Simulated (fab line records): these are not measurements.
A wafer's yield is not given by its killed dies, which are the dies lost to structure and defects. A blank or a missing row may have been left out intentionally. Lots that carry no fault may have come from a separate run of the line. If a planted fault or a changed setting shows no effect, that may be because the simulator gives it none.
Chamber matching | flow sky130 | SKY_POLY_GATE_ETCH_17 on rie_si-02 has 4 sister chambers
The step etches poly-Si in HBr/Cl2, stops on SiO2, target depth 180 nm, time 70.5 s. 16 wafers are shown with their chamber, then 8 later ones without.

== WAFERS, EACH WITH ITS CHAMBER ==
wafer  | chamber | drypump_motor_current_A (A) | oes_product_au (a.u.) | throttle_valve_pct (%)
L445.1 | 3       | 5.0                         | 0.988                 | 33.698
L445.2 | 2       | 5.7                         | 0.996                 | 33.678
L445.3 | 0       | 5.3                         | 0.997                 | 33.668
L447.2 | 2       | 5.7                         | 0.987                 | 33.700
L447.3 | 1       | 5.8                         | 0.989                 | 33.667
L447.5 | 1       | 5.8                         | 0.985                 | 33.695
L449.1 | 3       | 5.0                         | 0.987                 | 33.691
L449.2 | 2       | 5.7                         | 0.993                 | 33.682
L449.4 | 0       | 5.3                         | 0.984                 | 33.693
L450.3 | 3       | 5.0                         | 0.984                 | 33.682
L450.4 | 1       | 5.8                         | 0.977                 | 33.699
L450.6 | 2       | 5.7                         | 0.993                 | 33.688
L451.2 | 2       | 5.7                         | 0.989                 | 33.678
L451.4 | 3       | 5.0                         | 0.995                 | 33.691
L451.6 | 1       | 5.8                         | 0.993                 | 33.675
L452.1 | 3       | 4.9                         | 0.985                 | 33.700

SIGNATURES, as means of the wafers listed above
reading                 | chamber 0 | chamber 1 | chamber 2 | chamber 3 | scatter within a chamber
drypump_motor_current_A | 5.300     | 5.800     | 5.700     | 4.980     | 0.0258
oes_product_au          | 0.99050   | 0.98600   | 0.99160   | 0.98780   | 0.0054
throttle_valve_pct      | 33.68050  | 33.68400  | 33.68520  | 33.69240  | 0.0114
Rule: a wafer lies at a distance from a chamber equal to the root of the sum of squares, over the readings, of (its reading less the chamber's mean, divided by the reading's scatter). The wafer belongs to the nearest chamber; if the next one is less than 2 further off, it can't be placed. The scatter: take each reading less its chamber's mean, square it, sum over the shown wafers, divide by the number of wafers less the number of chambers, and take the root.

== WAFERS MISSING THEIR CHAMBER ==
wafer  | drypump_motor_current_A (A) | oes_product_au (a.u.) | throttle_valve_pct (%)
L452.4 | 5.8                         | 0.979                 | 33.679
L452.6 | 5.7                         | 0.990                 | 33.691
L456.2 | 5.8                         | 0.989                 | 33.666
L456.3 | 4.9                         | 0.987                 | 33.697
L456.4 | 4.9                         | 0.984                 | 33.685
L466.1 | 5.3                         | 0.978                 | 33.681
L466.3 | 5.7                         | 0.999                 | 33.665
L466.6 | 5.8                         | 0.988                 | 33.673

== EACH ONE'S CHAMBER ==
wafer  | from the rows above | in truth
L452.4 | 1                   | 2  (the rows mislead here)
L452.6 | 2                   | 2
L456.2 | 1                   | 1
L456.3 | 3                   | 3
L456.4 | 3                   | 3
L466.1 | 0                   | 0
L466.3 | 2                   | 2
L466.6 | 1                   | 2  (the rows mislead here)
6 of 8 placed correctly. Number that these rows cannot place: 0. Placed wrongly: 2.
